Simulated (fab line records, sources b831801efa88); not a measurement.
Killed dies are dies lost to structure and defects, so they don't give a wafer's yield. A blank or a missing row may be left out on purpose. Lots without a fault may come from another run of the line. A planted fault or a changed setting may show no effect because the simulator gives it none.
fab line records | flow gf180mcu
record lots=24 wafers=72 last_day=34
route steps=602 shown M4@472 MIM@503 M5@533 V5@561 PASSIVATION@588
lots that met no fault: from a run of the same line without faults
start_h: hours from the record's first day to the start of the lot's first wafer shown | wait_h: hours since the lot's step before | " the same as in the row above | L1.1+2: a row that stands for several wafers | - no value, or no start given | * or withheld: withheld | < > ~ a bound
route shown NAME@n: a module of which the file shows steps, and the number in the route of the first | usual: mean/standard deviation of fault-free wafers | same: alike in all rows | chamber/n: place in a boat | sites: the reading at each site | _std_site: their standard deviation | _edge_site: outer sites' mean less inner sites' | radius_mm: how far each site lies from the wafer's centre | mask NAME#n: copy n | behind: the tool/chamber that last shaped the wafer | hold: why the lot was held/for how many hours/how that ended | device: the transistor (n, p or np) that didn't switch | end of line: the same wafers' tests at the end of the route | a step without rows: its recipe alone | killed: dies lost to structure and defects at the first sort, not the wafer's yield | map: a wafer's dies, x killed, . not, _ none there
set.NAME: the setting as run; set.NAME@STEP: as run at that earlier step | model.NAME: the simulator's own value behind a step, which no gauge read
steps of the route over a sample of lots; a table a step, a row a wafer
services: from which hour (start_h, from the record's first day; less than 0 if before it) a tool's chamber was out of use, for how many hours, and why
## steps
# step GF_M4_METAL_ETCH_16
# recipe chemistry=Cl2/BCl3 mask_material=KrF target_depth_nm=627.5 stop_on=SiO2 pressure_mtorr=8 icp_w=800 bias_w=140 Cl2_flow_sccm=80 bcl3_flow_sccm=40 time_s=104.6
# usual drypump_motor_current_A=5.72/0.29 oes_product_au=0.972/0.0064 throttle_valve_pct=28.250/0.01
# columns lot.wafer tool chamber start_h wait_h drypump_motor_current_A oes_product_au rf_hours_counter_h throttle_valve_pct
L074.2 rie_metal-02 1 553.60 0.0 5.81 0.963 2 28.258
L074.3 " 0 " " 5.68 0.964 - 28.241
L074.4 " 1 " " 5.79 0.958 - 28.252
L075.1 rie_metal-03 1 554.25 0.0 5.70 0.960 8 28.252
L075.2 " 0 " " 5.93 0.966 8 28.253
L075.4 " 0 " " 5.94 0.969 - 28.250
L076.1 rie_metal-02 0 559.77 0.0 5.69 0.973 3 28.229
L076.2 " 1 " " 5.78 0.978 2 28.250
L076.6 " 0 " " 5.69 0.971 - 28.249
L077.1 rie_metal-04 0 565.59 0.0 5.95 0.977 8 28.253
L077.2 " 1 " " 4.83 0.960 1 28.252
L077.3 " 1 " " 4.84 0.968 - 28.259
L078.1 rie_metal-03 1 570.77 0.0 5.71 0.959 9 28.248
L078.5 " 0 " " 5.93 0.970 - 28.259
L078.6 " 1 " " 5.71 0.956 - 28.260
L079.3 rie_metal-02 1 591.04 0.1 5.81 0.971 - 28.244
L079.5 " 0 " " 5.68 0.977 - 28.241
L079.6 " 1 " " 5.83 0.964 - 28.275
L080.2 rie_metal-02 0 601.39 0.0 5.71 0.980 4 28.254
L080.3 " 1 " " 5.80 0.977 - 28.266
L080.5 " 1 " " 5.82 0.972 - 28.242
L081.1 rie_metal-04 1 601.70 0.0 4.83 0.969 2 28.262
L081.2 " 0 " " 5.97 0.962 9 28.270
L081.5 " 0 " " 5.95 0.966 - 28.262
L082.2 rie_metal-02 1 604.30 0.0 5.81 0.970 4 28.259
L082.5 " 1 " " 5.79 0.968 - 28.250
L082.6 " 0 " " 5.68 0.973 - 28.261
L083.3 rie_metal-02 0 615.56 0.1 5.64 0.981 - 28.248
L083.4 " 1 " " 5.85 0.972 - 28.250
L083.6 " 0 " " 5.67 0.976 - 28.255
L084.1 rie_metal-03 0 632.07 0.0 5.93 0.979 10 28.256
L084.4 " 1 " " 5.71 0.975 - 28.248
L084.5 " 0 " " 5.93 0.977 - 28.249
L085.2 rie_metal-04 0 638.17 0.0 5.97 0.965 10 28.228
L085.4 " 0 " " 5.98 0.976 - 28.268
L085.6 " 1 " " 4.81 0.970 - 28.244
L086.1 rie_metal-03 0 640.68 0.0 5.93 0.980 10 28.258
L086.4 " 1 " " 5.72 0.980 - 28.262
L086.6 " 0 " " 5.94 0.973 - 28.248
L087.2 rie_metal-02 0 645.99 0.0 5.66 0.978 5 28.244
L087.3 " 1 " " 5.83 0.974 - 28.255
L087.5 " 1 " " 5.85 0.977 - 28.265
L088.3 rie_metal-03 1 650.01 0.1 5.71 0.966 - 28.240
L088.5 " 0 " " 5.92 0.981 - 28.249
L088.6 " 1 " " 5.71 0.976 - 28.248
L090.2 rie_metal-03 0 671.60 0.0 5.95 0.981 11 28.253
L090.3 " 1 " " 5.74 0.978 - 28.231
L090.4 " 0 " " 5.95 0.973 - 28.260
L089.1 rie_metal-02 0 672.52 0.0 5.68 0.977 6 28.240
L089.3 " 0 " " 5.69 0.989 - 28.236
L089.6 " 0 " " 5.69 0.977 - 28.243
L091.2 rie_metal-03 1 681.42 0.0 5.72 0.980 12 28.260
L091.4 " 0 " " 5.92 0.981 - 28.257
L091.5 " 1 " " 5.72 0.973 - 28.245
L092.3 rie_metal-03 1 684.06 0.1 5.71 0.968 - 28.251
L092.4 " 0 " " 5.97 0.966 - 28.249
L092.5 " 1 " " 5.74 0.960 - 28.270
L093.2 rie_metal-02 0 689.95 0.0 5.69 0.980 7 28.241
L093.5 " 0 " " 5.69 0.979 - 28.243
L093.6 " 1 " " 5.82 0.963 - 28.242
L094.1 rie_metal-02 0 696.30 0.0 5.72 0.969 7 28.259
L094.3 " 0 " " 5.69 0.971 - 28.260
L094.4 " 1 " " 5.81 0.972 - 28.257
L095.1 rie_metal-04 1 700.12 0.0 4.78 0.969 5 28.265
L095.3 " 1 " " 4.80 0.972 - 28.269
L095.4 " 0 " " 5.98 0.979 - 28.254
L096.1 rie_metal-02 0 704.45 0.0 5.69 0.976 8 28.257
L096.3 " 1 " " 5.78 0.969 - 28.247
L096.6 " 0 " " 5.67 0.969 - 28.265
L097.1 rie_metal-02 1 710.40 0.0 5.82 0.970 8 28.252
L097.2 " 0 " " 5.71 0.974 8 28.237
L097.6 " 1 " " 5.83 0.971 - 28.265
# step GF_MIM_SPUTTER_00
# recipe material=Ti target_thk_nm=37.5 arriving_ion_energy_ev=80 substrate_temp_c=200 chamber_pressure_pa=2 power_w=4000 time_s=150
# usual throttle_valve_pct=29.9/0.85
# columns lot.wafer tool chamber start_h wait_h throttle_valve_pct
L074.2 pvd_sputter-03 - 578.49 0.2 29.5
L074.3 " - " " 29.6
L074.4 " - " " 31.3
L075.1 pvd_sputter-03 - 579.25 0.1 31.0
L075.2 " - " " 29.3
L075.4 " - " " 29.5
L076.1 pvd_sputter-02 - 584.61 0.1 29.5
L076.2 " - " " 28.7
L076.6 " - " " 28.3
L077.1 pvd_sputter-04 - 590.00 0.1 31.0
L077.2 " - " " 28.9
L077.3 " - " " 30.4
L078.1 pvd_sputter-03 - 595.40 0.1 31.1
L078.5 " - " " 29.5
L078.6 " - " " 29.2
L079.3 pvd_sputter-02 - 614.84 0.1 28.3
L079.5 " - " " 30.6
L079.6 " - " " 28.4
L080.2 pvd_sputter-04 - 624.93 0.1 30.2
L080.3 " - " " 28.5
L080.5 " - " " 31.2
L081.1 pvd_sputter-03 - 625.49 0.1 29.5
L081.2 " - " " 29.7
L081.5 " - " " 31.1
L082.2 pvd_sputter-02 - 627.73 0.1 29.8
L082.5 " - " " 30.6
L082.6 " - " " 28.2
L083.3 pvd_sputter-04 - 638.99 0.1 28.9
L083.4 " - " " 30.0
L083.6 " - " " 31.2
L084.1 pvd_sputter-04 - 655.04 0.1 30.2
L084.4 " - " " 28.7
L084.5 " - " " 31.2
L085.2 pvd_sputter-03 - 660.29 0.1 29.9
L085.4 " - " " 29.6
L085.6 " - " " 29.9
L086.1 pvd_sputter-03 - 663.65 0.1 30.0
L086.4 " - " " 31.1
L086.6 " - " " 29.9
L087.2 pvd_sputter-02 - 668.02 0.2 28.5
L087.3 " - " " 30.6
L087.5 " - " " 29.5
L088.3 pvd_sputter-04 - 671.98 0.1 30.0
L088.5 " - " " 31.3
L088.6 " - " " 30.2
L090.2 pvd_sputter-04 - 694.19 0.2 31.0
L090.3 " - " " 28.7
L090.4 " - " " 30.0
L089.1 pvd_sputter-03 - 695.33 0.2 30.2
L089.3 " - " " 29.6
L089.6 " - " " 29.0
L091.2 pvd_sputter-02 - 703.43 0.2 28.5
L091.4 " - " " 30.1
L091.5 " - " " 28.8
L092.3 pvd_sputter-04 - 705.46 0.2 31.2
L092.4 " - " " 30.1
L092.5 " - " " 31.3
L093.2 pvd_sputter-03 - 710.60 0.1 29.4
L093.5 " - " " 29.8
L093.6 " - " " 31.1
L094.1 pvd_sputter-02 - 717.78 0.1 30.3
L094.3 " - " " 29.8
L094.4 " - " " 30.2
L095.1 pvd_sputter-04 - 720.54 0.2 30.0
L095.3 " - " " 30.1
L095.4 " - " " 30.3
L096.1 pvd_sputter-02 - 725.82 0.1 29.5
L096.3 " - " " 30.1
L096.6 " - " " 30.5
L097.1 pvd_sputter-04 - 731.24 0.2 30.4
L097.2 " - " " 29.8
L097.6 " - " " 28.7
# step GF_MIM_SPUTTER_07
# recipe material=TiN target_thk_nm=60 power_w=6500 time_s=50 chamber_pressure_pa=0.4
# usual throttle_valve_pct=29.9/0.82
# columns lot.wafer tool chamber start_h wait_h throttle_valve_pct
L074.2 pvd_sputter-04 - 578.81 0.0 28.9
L074.3 " - " " 31.2
L074.4 " - " " 30.1
L075.1 pvd_sputter-04 - 579.56 0.1 30.1
L075.2 " - " " 28.6
L075.4 " - " " 31.3
L076.1 pvd_sputter-03 - 584.92 0.1 31.1
L076.2 " - " " 29.8
L076.6 " - " " 29.2
L077.1 pvd_sputter-02 - 590.31 0.1 30.3
L077.2 " - " " 29.4
L077.3 " - " " 28.7
L078.1 pvd_sputter-02 - 595.71 0.1 29.8
L078.5 " - " " 29.4
L078.6 " - " " 28.6
L079.3 pvd_sputter-04 - 615.16 0.0 30.2
L079.5 " - " " 28.7
L079.6 " - " " 30.1
L080.2 pvd_sputter-02 - 625.24 0.0 30.5
L080.3 " - " " 28.5
L080.5 " - " " 30.7
L081.1 pvd_sputter-04 - 625.81 0.1 30.0
L081.2 " - " " 28.5
L081.5 " - " " 29.9
L082.2 pvd_sputter-04 - 628.04 0.0 28.8
L082.5 " - " " 30.3
L082.6 " - " " 30.2
L083.3 pvd_sputter-02 - 639.31 0.0 28.6
L083.4 " - " " 30.1
L083.6 " - " " 28.6
L084.1 pvd_sputter-02 - 655.35 0.1 29.6
L084.4 " - " " 28.5
L084.5 " - " " 28.6
L085.2 pvd_sputter-04 - 663.54 0.0 28.6
L085.4 " - " " 31.3
L085.6 " - " " 30.1
L086.1 pvd_sputter-02 - 663.96 0.1 29.4
L086.4 " - " " 28.4
L086.6 " - " " 29.4
L087.2 pvd_sputter-04 - 668.33 0.0 30.3
L087.3 " - " " 28.4
L087.5 " - " " 30.4
L088.3 pvd_sputter-03 - 672.29 0.0 29.7
L088.5 " - " " 29.2
L088.6 " - " " 29.8
L090.2 pvd_sputter-02 - 694.51 0.0 30.1
L090.3 " - " " 29.5
L090.4 " - " " 28.7
L089.1 pvd_sputter-02 - 695.64 0.1 29.7
L089.3 " - " " 28.5
L089.6 " - " " 29.5
L091.2 pvd_sputter-03 - 703.74 0.0 31.1
L091.4 " - " " 29.7
L091.5 " - " " 31.1
L092.3 pvd_sputter-03 - 705.77 0.0 29.5
L092.4 " - " " 29.5
L092.5 " - " " 31.0
L093.2 pvd_sputter-04 - 710.91 0.0 30.0
L093.5 " - " " 30.4
L093.6 " - " " 31.2
L094.1 pvd_sputter-03 - 718.09 0.1 29.7
L094.3 " - " " 29.2
L094.4 " - " " 31.0
L095.1 pvd_sputter-03 - 720.86 0.1 30.0
L095.3 " - " " 29.1
L095.4 " - " " 31.0
L096.1 pvd_sputter-04 - 726.13 0.1 31.4
L096.3 " - " " 30.2
L096.6 " - " " 28.6
L097.1 pvd_sputter-03 - 731.56 0.1 29.8
L097.2 " - " " 29.2
L097.6 " - " " 29.2
# step GF_M5_CD_MEAS_07
# recipe target_cd_nm=280
# usual cd_nm=280.2/1.2
# columns lot.wafer tool chamber start_h wait_h cd_nm
L074.2 cd_sem-02 - 621.13 0.1 278.5
L074.3 " - " " 278.6
L074.4 " - " " 280.3
L075.1 cd_sem-02 - 622.13 0.1 280.1
L075.2 " - " " 279.6
L075.4 " - " " 278.6
L076.1 cd_sem-02 - 627.34 0.1 279.9
L076.2 " - " " 281.6
L076.6 " - " " 280.2
L077.1 cd_sem-01 - 631.61 0.1 281.3
L077.2 " - " " 281.9
L077.3 " - " " 282.0
L078.1 cd_sem-01 - 638.14 0.1 280.4
L078.5 " - " " 278.9
L078.6 " - " " 280.5
L079.3 cd_sem-01 - 656.50 0.1 278.8
L079.5 " - " " 280.5
L079.6 " - " " 280.4
L080.2 cd_sem-01 - 665.35 0.1 279.7
L080.3 " - " " 280.9
L080.5 " - " " 280.3
L081.1 cd_sem-01 - 666.25 0.2 279.5
L081.2 " - " " 281.1
L081.5 " - " " 280.8
L082.2 cd_sem-01 - 667.60 0.2 280.2
L082.5 " - " " 281.3
L082.6 " - " " 281.6
L083.3 cd_sem-01 - 678.78 0.1 278.6
L083.4 " - " " 279.0
L083.6 " - " " 280.0
L084.1 cd_sem-01 - 693.64 0.1 278.4
L084.4 " - " " 278.2
L084.5 " - " " 277.9
L085.2 cd_sem-01 - 701.51 0.1 278.2
L085.4 " - " " 278.8
L085.6 " - " " 278.6
L086.1 cd_sem-01 - 702.97 0.1 279.1
L086.4 " - " " 279.5
L086.6 " - " " 280.3
L087.2 cd_sem-02 - 706.21 0.1 280.1
L087.3 " - " " 280.8
L087.5 " - " " 281.1
L088.3 cd_sem-01 - 709.93 0.1 279.2
L088.5 " - " " 280.3
L088.6 " - " " 280.4
L090.2 cd_sem-02 - 731.72 0.1 282.6
L090.3 " - " " 282.7
L090.4 " - " " 281.6
L089.1 cd_sem-02 - 731.93 0.1 281.1
L089.3 " - " " 282.2
L089.6 " - " " 281.8
L091.2 cd_sem-01 - 739.61 0.1 280.0
L091.4 " - " " 280.0
L091.5 " - " " 280.0
L092.3 cd_sem-01 - 741.78 0.1 280.6
L092.4 " - " " 280.6
L092.5 " - " " 279.7
L093.2 cd_sem-02 - 745.98 0.1 278.9
L093.5 " - " " 277.9
L093.6 " - " " 278.9
L094.1 cd_sem-01 - 752.40 0.2 278.6
L094.3 " - " " 277.9
L094.4 " - " " 278.7
L095.1 cd_sem-01 - 755.91 0.1 278.6
L095.3 " - " " 280.3
L095.4 " - " " 279.4
L096.1 cd_sem-01 - 760.26 0.1 282.1
L096.3 " - " " 280.9
L096.6 " - " " 282.2
L097.1 cd_sem-02 - 765.34 0.1 281.7
L097.2 " - " " 281.1
L097.6 " - " " 281.2
# step GF_V5_SPUTTER_21
# recipe material=Ti target_thk_nm=15 chamber_pressure_pa=5 power_w=2500 substrate_temp_c=200 time_s=80.02
# usual throttle_valve_pct=30.2/0.88
# columns lot.wafer tool chamber start_h wait_h throttle_valve_pct
L074.2 pvd_sputter-04 - 643.47 0.0 31.1
L074.3 " - " " 30.1
L074.4 " - " " 28.6
L075.1 pvd_sputter-04 - 644.59 0.0 30.4
L075.2 " - " " 30.7
L075.4 " - " " 31.0
L076.1 pvd_sputter-01 - 649.24 0.0 30.0
L076.2 " - " " 30.8
L076.6 " - " " 30.4
L077.1 pvd_sputter-01 - 653.62 0.0 30.2
L077.2 " - " " 30.7
L077.3 " - " " 30.9
L078.1 pvd_sputter-01 - 660.16 0.0 30.4
L078.5 " - " " 30.7
L078.6 " - " " 30.2
L079.3 pvd_sputter-02 - 677.09 0.0 29.5
L079.5 " - " " 30.0
L079.6 " - " " 30.7
L080.2 pvd_sputter-02 - 686.78 0.0 30.5
L080.3 " - " " 29.3
L080.5 " - " " 29.5
L081.1 pvd_sputter-04 - 687.49 0.0 30.6
L081.2 " - " " 30.9
L081.5 " - " " 31.3
L082.2 pvd_sputter-01 - 690.29 0.0 32.0
L082.5 " - " " 29.9
L082.6 " - " " 31.6
L083.3 pvd_sputter-02 - 699.99 0.0 29.3
L083.4 " - " " 28.5
L083.6 " - " " 28.5
L084.1 pvd_sputter-02 - 713.62 0.0 30.4
L084.4 " - " " 29.6
L084.5 " - " " 29.8
L085.2 pvd_sputter-02 - 721.94 0.0 30.4
L085.4 " - " " 28.4
L085.6 " - " " 29.4
L086.1 pvd_sputter-04 - 723.79 0.0 30.2
L086.4 " - " " 28.8
L086.6 " - " " 30.5
L087.2 pvd_sputter-01 - 726.94 0.0 30.6
L087.3 " - " " 30.1
L087.5 " - " " 31.1
L088.3 pvd_sputter-02 - 730.22 0.0 28.4
L088.5 " - " " 30.0
L088.6 " - " " 29.6
L090.2 pvd_sputter-04 - 751.35 0.0 31.0
L090.3 " - " " 30.3
L090.4 " - " " 28.5
L089.1 pvd_sputter-01 - 751.61 0.0 31.6
L089.3 " - " " 30.0
L089.6 " - " " 31.6
L091.2 pvd_sputter-04 - 759.54 0.0 30.4
L091.4 " - " " 28.5
L091.5 " - " " 30.2
L092.3 pvd_sputter-01 - 761.32 0.0 30.2
L092.4 " - " " 30.5
L092.5 " - " " 31.9
L093.2 pvd_sputter-02 - 765.83 0.0 28.4
L093.5 " - " " 30.6
L093.6 " - " " 29.8
L094.1 pvd_sputter-01 - 770.83 0.0 30.2
L094.3 " - " " 30.8
L094.4 " - " " 30.5
L095.1 pvd_sputter-04 - 775.08 0.0 30.1
L095.3 " - " " 31.3
L095.4 " - " " 30.1
L096.1 pvd_sputter-01 - 778.68 0.0 30.0
L096.3 " - " " 31.5
L096.6 " - " " 31.5
L097.1 pvd_sputter-04 - 783.35 0.0 30.3
L097.2 " - " " 31.2
L097.6 " - " " 31.0
# step GF_PASSIVATION_THK_MEAS_01
# recipe reads=SiO2_of_PASSIVATION_CVD_00
# usual PASSIVATION_CVD_00_THK=1005/14
# columns lot.wafer tool chamber start_h wait_h PASSIVATION_CVD_00_THK[nm]
L074.2 film_metro-01 - 665.16 0.0 984
L074.3 " - " " 993
L074.4 " - " " 1011
L075.1 film_metro-04 - 665.73 0.0 996
L075.2 " - " " 997
L075.4 " - " " 1015
L076.1 film_metro-02 - 670.66 0.0 1000
L076.2 " - " " 1000
L076.6 " - " " 1006
L077.1 film_metro-02 - 674.52 0.0 1008
L077.2 " - " " 999
L077.3 " - " " 1001
L078.1 film_metro-02 - 680.95 0.0 998
L078.5 " - " " 988
L078.6 " - " " 1008
L079.3 film_metro-01 - 697.62 0.1 1010
L079.5 " - " " 1027
L079.6 " - " " 1039
L080.2 film_metro-04 - 706.91 0.0 1009
L080.3 " - " " 1002
L080.5 " - " " 1019
L081.1 film_metro-04 - 708.07 0.0 995
L081.2 " - " " 992
L081.5 " - " " 1011
L082.2 film_metro-01 - 710.36 0.0 974
L082.5 " - " " 979
L082.6 " - " " 983
L083.3 film_metro-01 - 719.82 0.1 1011
L083.4 " - " " 1005
L083.6 " - " " 1025
L084.1 film_metro-01 - 733.54 0.0 986
L084.4 " - " " 994
L084.5 " - " " 1005
L085.2 film_metro-02 - 740.97 0.0 1017
L085.4 " - " " 1030
L085.6 " - " " 1010
L086.1 film_metro-02 - 742.65 0.0 1001
L086.4 " - " " 1023
L086.6 " - " " 1023
L087.2 film_metro-01 - 746.21 0.0 983
L087.3 " - " " 998
L087.5 " - " " 1014
L088.3 film_metro-01 - 748.79 0.1 991
L088.5 " - " " 1011
L088.6 " - " " 1007
L090.2 film_metro-01 - 769.32 0.0 997
L090.3 " - " " 990
L090.4 " - " " 1006
L089.1 film_metro-01 - 769.82 0.0 999
L089.3 " - " " 988
L089.6 " - " " 1015
L091.2 film_metro-01 - 777.03 0.0 1001
L091.4 " - " " 1015
L091.5 " - " " 1016
L092.3 film_metro-04 - 779.43 0.1 973
L092.4 " - " " 1006
L092.5 " - " " 995
L093.2 film_metro-02 - 783.09 0.0 1005
L093.5 " - " " 1031
L093.6 " - " " 1024
L094.1 film_metro-01 - 788.06 0.0 1004
L094.3 " - " " 995
L094.4 " - " " 1029
L095.1 film_metro-02 - 792.70 0.0 995
L095.3 " - " " 993
L095.4 " - " " 1003
L096.1 film_metro-04 - 796.41 0.0 985
L096.3 " - " " 986
L096.6 " - " " 996
L097.1 film_metro-02 - 800.91 0.0 1005
L097.2 " - " " 1016
L097.6 " - " " 1029
## services
# columns tool chamber start_h hours kind
pvd_sputter-03 1 566.66 - consumable_replace:kit
pvd_sputter-03 1 566.66 18.0 scheduled_down
pvd_sputter-03 1 566.66 18.0 vent_cycle
pvd_sputter-02 3 583.04 - consumable_replace:kit
pvd_sputter-02 3 583.04 18.0 scheduled_down
pvd_sputter-02 3 583.04 18.0 vent_cycle
rie_metal-02 1 583.32 1.5 repair
pvd_sputter-01 - 606.38 8.8 repair
rie_metal-04 - 615.38 1.4 pm
rie_metal-04 - 616.78 2.8 pm
pvd_sputter-03 - 634.71 5.6 repair
rie_metal-02 - 657.66 2.8 pm
rie_metal-04 - 674.75 0.1 repair
pvd_sputter-03 0 678.01 - consumable_replace:kit
pvd_sputter-04 0 704.09 - consumable_replace:kit
pvd_sputter-04 0 704.09 18.0 scheduled_down
pvd_sputter-04 0 704.09 18.0 vent_cycle
rie_metal-02 1 707.64 1.5 repair
pvd_sputter-02 2 722.04 - consumable_replace:kit
pvd_sputter-02 2 722.04 18.0 scheduled_down
pvd_sputter-02 2 722.04 18.0 vent_cycle
pvd_sputter-02 - 726.46 3.6 repair
pvd_sputter-03 - 746.27 2.1 repair
rie_metal-03 - 771.27 0.5 repair
## key
fault none
